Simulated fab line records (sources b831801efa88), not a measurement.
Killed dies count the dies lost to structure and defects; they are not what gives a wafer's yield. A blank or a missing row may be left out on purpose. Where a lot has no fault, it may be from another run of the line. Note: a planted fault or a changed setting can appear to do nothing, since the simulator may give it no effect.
Comparing a struck lot with a sound one || flow gf180mcu || 14 steps out of a route of 602
Sound: the wafers L736.3, L736.5, L736.6. The struck wafers were L734.1, L734.4, L734.6. The cause is given at the end.
Order at every step that has rows: each side's tool, ch and its chambers, its first start. Under that, the readings that differ: sound wafers || struck wafers || difference of the means || sigmas: that difference in standard deviations of wafers without a fault.
alike: readings with means less than 2 such deviations apart, plus words and numbers identical on both sides. not compared: withheld readings, readings lacking a value on some wafer, bounds such as >300 that could conceal the same value, and numbers that have no deviation in the record and whose values overlap.
Wherever a step has rows on one side only, a row that says differs or no value, or a row with sigmas, the two part there. Numbers that don't overlap but have no deviation are shown without sigmas and don't part them. Lack of a reading on every wafer of one side parts them only where that side has two or more wafers.

first, 1 step without rows for these wafers: GF_V4_CVD_00 (deposits SiO2, target thk 600 nm, time 100 s).
GF_V4_THK_MEAS_01:
  sound on film metro-03, day 30 03:02; struck on film metro-04, day 29 14:35
  alike: V4_CVD_00_THK
GF_V4_CVD_02: deposits SiO2 from TEOS, target thk 850 nm, time 94.851 s.
  sound on pecvd-02 ch 0,1, day 30 03:05; struck on pecvd-04 ch 0,1,2, day 29 14:38
  alike: heater power w
  not compared: since wet clean h
GF_V4_THK_MEAS_03:
  sound on film metro-01, day 30 03:10; struck on film metro-03, day 29 14:43
  alike: V4_CVD_02_THK
GF_V4_CMP_04: polishes SiO2.
  sound on cmp-01 ch 0,1,3, day 30 03:22; struck on cmp-02 ch 0,1, day 29 15:03
  alike: motor current A, time to endpoint s
GF_V4_BOW_MEAS_05:
  sound on film metro-03, day 30 03:33; struck on film metro-03, day 29 15:18
  alike: V4_BOW
then, 6 steps without rows for these wafers: GF_V4_DEHYDRATE_06 (time 60 s); GF_V4_HMDS_07 (prime time 60 s); GF_V4_COAT_08; GF_V4_COAT_09 (resist thk 1000 nm); GF_V4_SOFTBAKE_10 (time 60 s); GF_V4_EXPOSE_11 (exposes mask Via4, target cd 260 nm).
GF_V4_PEB_12: peb time 90 s.
  struck on litho track-02, day 30 09:53; sound on litho track-04 ch 0, day 30 21:46
  no value came back on the struck wafers for chill plate temp C (C), exhaust pa (Pa), heater power total W (W); on the sound wafers chill plate temp C (C) reads 23.09 23.08 23.05
then, 1 step without rows for these wafers: GF_V4_DEVELOP_13 (develop time 60 s).

WHERE THEY PART
Within this record, at GF_V4_PEB_12 only.

WHY: what the simulator had put in
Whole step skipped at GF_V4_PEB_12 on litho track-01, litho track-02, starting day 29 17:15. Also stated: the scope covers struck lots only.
